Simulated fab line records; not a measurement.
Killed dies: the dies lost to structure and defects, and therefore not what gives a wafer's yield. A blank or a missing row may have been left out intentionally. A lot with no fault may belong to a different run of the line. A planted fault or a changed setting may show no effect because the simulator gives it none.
A struck lot beside a sound one ; flow sfq_line ; 26 out of 325 route steps
Sound: the wafers L473.1, L473.2, L473.3. The struck wafers were L488.1, L488.2, L488.3. At the end, the cause is stated.
Order at every step that has rows: each side's tool, ch and its chambers, its first start. Under that, the readings that differ: sound wafers ; struck wafers ; difference of the means ; sigmas: that difference in standard deviations of wafers without a fault.
alike: same words and numbers on both sides, and readings whose means sit less than 2 such deviations apart. not compared: any withheld reading, any reading some wafer has no value for, any bound like >300 that may hide the same value, and any number with overlapping values for which the record gives no deviation.
Wherever a step has rows on one side only, a row that says differs or no value, or a row with sigmas, the two part there. Numbers that have no deviation but don't overlap get no sigmas and don't part them. A reading missing from all wafers of one side parts the sides only when that side holds two or more wafers.

SFQ_L0_RS_MEAS_901: a four-point-probe measurement.
  sound on film_metro-01 at day 2 08:34; struck on film_metro-02 at day 5 11:34
reading;sound;struck;difference;sigmas
L0_MONX_KI_RS (ohm/sq);43.5 42.7 42.7;44.0 43.7 43.8;+0.9;+2
SFQ_L0_THK_MEAS_902: measures by xrf.
  sound on film_metro-01 at day 2 08:41; struck on film_metro-02 at day 5 11:41
  alike: L0_MONX_KI_THK
then, 6 steps without rows for these wafers: SFQ_TRILAYER_L0_LITHO_COAT_010 (resist thk 62 nm); SFQ_TRILAYER_L0_LITHO_COAT_005 (resist thk 600 nm); SFQ_TRILAYER_L0_LITHO_SOFTBAKE_009; SFQ_TRILAYER_L0_LITHO_EXPOSE_006 (exposes mask L0, target cd 2000 nm); SFQ_TRILAYER_L0_LITHO_PEB_008 (peb time 60 s); SFQ_TRILAYER_L0_LITHO_DEVELOP_007 (time 60 s).
-- the record jumps here: 2 days lie between the struck wafers' starts before and after --
SFQ_TRILAYER_L0_BARC_OPEN_METAL_ETCH_010: etches BARC in O2, target depth 125 nm, time 41.7 s.
  sound on rie_metal-04 ch 1, day 4 10:19; struck on rie_metal-03 ch 0,1, day 7 16:13
  alike: drypump_motor_current_A, oes_product_au
  not compared: rf_hours_counter_h
SFQ_TRILAYER_L0_ETCH_METAL_ETCH_008: etches MoNx KI in SF6/O2, stops on SiO2, target depth 50 nm, time 25 s.
  sound on rie_metal-04 ch 1, day 4 10:26; struck on rie_metal-03 ch 0,1, day 7 16:17
  alike: drypump_motor_current_A, oes_product_au
  not compared: rf_hours_counter_h
SFQ_TRILAYER_L0_STRIP_STRIP_009: strips in O2.
  sound on rie_metal-04 ch 1, day 4 10:31; struck on rie_metal-03 ch 0,1, day 7 16:19
  alike: drypump_motor_current_A, oes_product_au
  not compared: rf_hours_counter_h
then, 1 step without rows for these wafers: SFQ_TRILAYER_L0_STRIP_SOLV_CLEAN_010 (cleans in NMP, time 600 s).
SFQ_TRILAYER_L0_CAP_PECVD_011: deposits SiO2 from SiH4/N2O, time 13.333 s, target thk 60 nm.
  sound on pecvd-01 ch 0,2, day 4 11:53; struck on pecvd-01 ch 0,1,2, day 7 17:07
reading;sound;struck;difference;sigmas
susceptor_temp_C (C);149.83 150.22 149.95;- - -;no value on the struck wafers;
model.SiO2_of_TRILAYER_L0_CAP_PECVD_011.thk_nm (nm);58.62 59.78 59.2;55.83 56.94 56.63;-2.73;
  alike: heater_power_w, throttle_valve_pct
then, 6 steps without rows for these wafers: SFQ_TRILAYER_L0_VIA_LITHO_COAT_018 (resist thk 62 nm); SFQ_TRILAYER_L0_VIA_LITHO_COAT_013 (resist thk 650 nm); SFQ_TRILAYER_L0_VIA_LITHO_SOFTBAKE_017; SFQ_TRILAYER_L0_VIA_LITHO_EXPOSE_014 (exposes mask L0V, target cd 700 nm); SFQ_TRILAYER_L0_VIA_LITHO_PEB_016 (peb time 60 s); SFQ_TRILAYER_L0_VIA_LITHO_DEVELOP_015 (time 60 s).
-- the record jumps here: 2 days lie between the struck wafers' starts before and after --
SFQ_L0V_OVL_MEAS_903:
  sound on overlay-01 at day 6 08:01; struck on overlay-01 at day 9 22:20
  alike: L0V_OVL
SFQ_TRILAYER_L0_VIA_BARC_OPEN_VIA_ETCH_021: etches BARC in O2, target depth 125 nm, time 41.7 s.
  sound on rie_diel-04 ch 1,2,3, day 6 08:03; struck on rie_diel-04 ch 0,2,3, day 9 22:22
  alike: drypump_motor_current_A, oes_product_au
  not compared: rf_hours_counter_h
SFQ_TRILAYER_L0_VIA_ETCH_VIA_ETCH_016: etches SiO2 in CHF3, stops on MoNx KI, target depth 80 nm.
  sound on rie_diel-04 ch 1,2,3, day 6 08:05; struck on rie_diel-04 ch 0,2,3, day 9 22:25
reading;sound;struck;difference;sigmas
oes_product_au (a.u.);0.836 0.850 0.835;0.810 0.822 0.809;-0.027;-3
model.L0V.feature_depth_nm (nm);58.61 59.77 59.2;55.82 56.94 56.63;-2.73;
model.etch.depth_nm (nm);58.61 59.77 59.2;55.82 56.94 56.63;-2.73;
  alike: drypump_motor_current_A
then, 2 steps without rows for these wafers: SFQ_TRILAYER_L0_VIA_STRIP_STRIP_017 (strips in O2); SFQ_TRILAYER_L0_VIA_STRIP_SOLV_CLEAN_018 (cleans in NMP, time 600 s).
SFQ_TRILAYER_M0_DEP_PRE_CLEAN_020: time 15 s.
  sound on pvd_sputter-06 at day 6 09:05; struck on pvd_sputter-05 at day 9 23:14
reading;sound;struck;difference;sigmas
model.SiO2_of_TRILAYER_L0_CAP_PECVD_011.thk_nm (nm);53.61 54.77 54.2;50.82 51.94 51.63;-2.73;
SFQ_TRILAYER_M0_DEP_SPUTTER_019: material Nb, target thk 200 nm, time 133.3 s.
  sound on pvd_sputter-06 at day 6 09:07; struck on pvd_sputter-05 at day 9 23:16
  alike: throttle_valve_pct

## WHERE THEY PART
First at SFQ_L0_RS_MEAS_901; last, within this record, at SFQ_TRILAYER_L0_VIA_ETCH_VIA_ETCH_016. Later steps at which nothing parts them and some readings are alike: SFQ_TRILAYER_M0_DEP_SPUTTER_019.

WHY: whatever the simulator had introduced
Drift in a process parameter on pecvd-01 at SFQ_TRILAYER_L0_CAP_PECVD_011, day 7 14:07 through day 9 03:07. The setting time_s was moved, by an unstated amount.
